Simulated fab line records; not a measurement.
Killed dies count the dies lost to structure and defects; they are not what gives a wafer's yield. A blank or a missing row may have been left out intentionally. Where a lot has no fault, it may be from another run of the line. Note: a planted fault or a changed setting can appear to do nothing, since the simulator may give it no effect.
What tool caused it? -- flow sky130 -- 72 wafers from 24 lots sampled at 2 of the route's 708 steps

## WHAT THE GAUGES SHOWED, per wafer
SKY_METAL3_CD_MEAS_13 targets a cd of 300 nm.
lot,measured,on,cd-nm (nm)
L074,day 38 21:03,cd-sem-01,297.2 296.4 297.9
L075,day 39 01:42,cd-sem-01,299.5 300.4 298.0
L076,day 39 07:19,cd-sem-01,298.9 297.8 298.5
L077,day 39 20:57,cd-sem-01,301.7 300.3 300.0
L078,day 39 23:15,cd-sem-02,297.7 300.4 300.0
L079,day 40 06:54,cd-sem-01,300.4 299.5 299.5
L080,day 40 18:03,cd-sem-01,298.6 298.5 299.7
L081,day 41 01:00,cd-sem-01,300.9 302.4 301.1
L082,day 41 03:15,cd-sem-01,299.4 298.7 299.4
L083,day 41 06:48,cd-sem-01,295.6 297.4 296.7
L084,day 41 23:28,cd-sem-01,300.6 299.5 300.1
L085,day 42 02:05,cd-sem-01,298.9 301.6 300.7
L086,day 42 09:39,cd-sem-02,298.6 299.5 299.5
L087,day 42 18:54,cd-sem-02,301.8 300.3 301.8
L088,day 42 23:59,cd-sem-01,299.8 299.9 300.0
L089,day 43 05:01,cd-sem-02,299.5 300.4 300.4
L090,day 43 12:15,cd-sem-01,299.8 300.7 301.3
L091,day 43 18:30,cd-sem-02,298.9 298.9 297.3
L092,day 44 01:09,cd-sem-01,298.9 299.1 298.1
L093,day 44 07:57,cd-sem-02,300.9 300.8 301.1
L094,day 44 08:17,cd-sem-02,300.8 300.4 300.6
L095,day 44 15:22,cd-sem-02,300.1 301.2 300.2
L096,day 44 21:07,cd-sem-02,298.6 298.5 297.2
L097,day 45 05:52,cd-sem-01,300.8 299.8 301.1

## EACH LOT AND THE TOOL THAT RAN IT (in order: tool; ch and the chambers of the sampled wafers; start)
lot,SKY_VIA1_ETCH_15
L074,"rie-diel-03 ch 0,2,3, day 34 06:41"
L075,"rie-diel-02 ch 0,1,3, day 34 11:30"
L076,"rie-diel-02 ch 0,3, day 34 16:21"
L077,"rie-diel-03 ch 0,1,3, day 35 05:30"
L078,"rie-diel-01 ch 0,1,3, day 35 09:42"
L079,"rie-diel-02 ch 0,2,3, day 35 19:24"
L080,"rie-diel-03 ch 1,2,3, day 36 05:57"
L081,"rie-diel-02 ch 0,1,2, day 36 14:06"
L082,"rie-diel-01 ch 0,2,3, day 36 15:57"
L083,"rie-diel-01 ch 0,2,3, day 36 20:39"
L084,"rie-diel-03 ch 0,3, day 37 15:21"
L085,"rie-diel-03 ch 0,1,3, day 37 17:15"
L086,"rie-diel-03 ch 1,2,3, day 38 00:18"
L087,"rie-diel-03 ch 0,3, day 38 12:51"
L088,"rie-diel-01 ch 0,2, day 38 16:21"
L089,"rie-diel-03 ch 0,2,3, day 38 23:24"
L090,"rie-diel-01 ch 0,1,3, day 39 06:00"
L091,"rie-diel-02 ch 0,1,2, day 39 11:06"
L092,"rie-diel-01 ch 0,1,2, day 39 22:15"
L093,"rie-diel-01 ch 0,1, day 40 04:03"
L094,"rie-diel-03 ch 0,1, day 40 05:21"
L095,"rie-diel-02 ch 0,1,2, day 40 11:42"
L096,"rie-diel-03 ch 0,2,3, day 40 20:06"
L097,"rie-diel-01 ch 0,1,2, day 41 04:37"
- SKY_VIA1_ETCH_15: etches SiO2 in C4F8/O2/Ar, stops on TiN, target depth 351 nm, time 54 s.

## AS READ BY THE TOOLS THEMSELVES (means over the sampled wafers that have a number; for cases with no such wafer, the mark the record gives instead)
SKY_VIA1_ETCH_15.
lot,tool,oes-product-au (a.u.)
L074,rie-diel-03,0.972
L075,rie-diel-02,0.986
L076,rie-diel-02,0.984
L077,rie-diel-03,0.982
L078,rie-diel-01,0.981
L079,rie-diel-02,0.981
L080,rie-diel-03,0.980
L081,rie-diel-02,0.984
L082,rie-diel-01,0.980
L083,rie-diel-01,0.979
L084,rie-diel-03,0.977
L085,rie-diel-03,0.976
L086,rie-diel-03,0.970
L087,rie-diel-03,0.982
L088,rie-diel-01,0.982
L089,rie-diel-03,0.978
L090,rie-diel-01,0.986
L091,rie-diel-02,0.988
L092,rie-diel-01,0.984
L093,rie-diel-01,0.983
L094,rie-diel-03,0.966
L095,rie-diel-02,0.978
L096,rie-diel-03,0.983
L097,rie-diel-01,0.974

## THE ANSWER, worked out from the rows above alone
Rule: what is usual is taken from the lots themselves. Put in order of their means at a reading, lots are off if they are a third of the lots or fewer, leave a main group of 4 or more, and stand apart from it by a gap of 3 or more times the standard deviation of the main group's means; of several such gaps the widest counts. A main group is skipped when, at the precision printed for the reading in the tables above, its means are all equal. A lot without any number at a reading at which 4 lots or more have one is off too. The other lots that the step has rows for count as sound. After the gauges, taken in route order, come the tools' own readings; for these a lot's mean is taken, as printed above. The first step at which some lot is off is used, and at that step the reading that is off furthest; a lot without a number counts as furthest.
No lot is off on any of the readings shown, so nothing can be concluded from this.

## WHAT THE SIMULATOR HAD PUT IN
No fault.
